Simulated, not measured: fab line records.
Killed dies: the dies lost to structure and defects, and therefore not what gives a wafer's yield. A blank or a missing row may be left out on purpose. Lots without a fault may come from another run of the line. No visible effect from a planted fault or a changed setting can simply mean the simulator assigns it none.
Matching of chambers ; flow sfq line ; SFQ_TRILAYER_I4_CMP_CMP_100 on cmp-01 has 4 sister chambers
The step polishes SiO2. 4 wafers are shown with their chamber, then 9 later ones without.

== EACH WAFER AND ITS CHAMBER ==
wafer;chamber;motor current A (A)
L793.1;1;9.8
L795.2;0;8.4
L795.3;3;9.9
L795.6;2;9.4

== WAFERS WITH NO CHAMBER GIVEN ==
wafer;motor current A (A)
L800.3;8.7
L800.2;10.1
L800.4;10.8
L801.2;9.9
L801.5;10.0
L801.6;8.7
L809.2;11.0
L809.4;8.4
L809.5;9.6

== EACH ONE'S CHAMBER ==
wafer;from the rows above;in truth
L800.3;can't be placed: 0 or 2 or 1 or 3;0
L800.2;can't be placed: 3 or 1 or 2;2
L800.4;can't be placed: 3 or 1 or 2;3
L801.2;can't be placed: 3 or 1 or 2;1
L801.5;can't be placed: 3 or 1 or 2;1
L801.6;can't be placed: 0 or 2 or 1 or 3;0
L809.2;can't be placed: 3 or 1 or 2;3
L809.4;can't be placed: 0 or 2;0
L809.5;can't be placed: 2 or 1 or 3 or 0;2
Placed correctly: 0 of 9. Unplaceable from these rows: 9, with the true chamber sitting among the candidates in 9. 0 placed wrongly.
How it was worked out, from the rows above alone: a wafer's distance from a chamber is the root of the sum, over the readings, of the square of ((its reading less the chamber's mean) divided by the reading's scatter). The wafer belongs to the nearest chamber; if the next one is less than 2 further off, it can't be placed. A chamber's mean is the mean of its shown wafers. The scatter: root of mean squared gap, hidden wafer to nearest shown wafer, with one shown wafer a chamber.
